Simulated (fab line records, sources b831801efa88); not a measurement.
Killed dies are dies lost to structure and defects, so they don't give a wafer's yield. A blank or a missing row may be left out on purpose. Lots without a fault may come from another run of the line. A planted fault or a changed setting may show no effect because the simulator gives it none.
Chamber matching | flow gf180mcu | GF_V1_CMP_26 on cmp-02: 4 sister chambers
The step polishes, stops on SiO2, t overpolish 15 s, target thk 0 nm. 8 wafers are shown with their chamber, then 7 later ones without.

WAFERS WITH THEIR CHAMBER
wafer  | chamber | time_to_endpoint_s (s) | motor_current_A (A)
L777.1 | 3       | 87                     | 11.4
L778.5 | 2       | 81                     | 12.3
L778.6 | 1       | 83                     | 12.1
L779.2 | 0       | 83                     | 11.3
L779.3 | 1       | 83                     | 12.2
L779.6 | 3       | 86                     | 11.4
L780.1 | 2       | 81                     | 11.4
L780.5 | 0       | 80                     | 12.0

WAFERS WITHOUT THEIR CHAMBER
wafer  | time_to_endpoint_s (s) | motor_current_A (A)
L780.6 | 82                     | 12.2
L787.4 | 81                     | 11.9
L787.5 | 78                     | 12.0
L787.6 | 84                     | 12.0
L797.2 | 79                     | 12.3
L797.4 | 78                     | 11.4
L797.5 | 81                     | 11.5

WHICH CHAMBER EACH WENT THROUGH
wafer  | from the rows above               | in truth
L780.6 | can't be placed: 1 or 2 or 0      | 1
L787.4 | can't be placed: 2 or 0 or 1      | 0
L787.5 | can't be placed: 2 or 0 or 1      | 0
L787.6 | can't be placed: 1 or 0 or 3 or 2 | 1
L797.2 | can't be placed: 2 or 0 or 1      | 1
L797.4 | can't be placed: 2 or 0 or 1      | 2
L797.5 | can't be placed: 0 or 2 or 1      | 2
Placed correctly: 0 of 7. Can't be placed from these rows: 7 (the true chamber is among the candidates in 7). Placed wrongly: 0.
How it was worked out, from the rows above alone: a wafer's distance from a chamber is the root of the sum, over the readings, of the square of ((its reading less the chamber's mean) divided by the reading's scatter). The wafer belongs to the nearest chamber; if the next one is less than 2 further off, it can't be placed. A chamber's mean is the mean of its shown wafers. The scatter: the root of (the sum of the squares of (reading less its chamber's mean) over the shown wafers, divided by (wafers less chambers)).
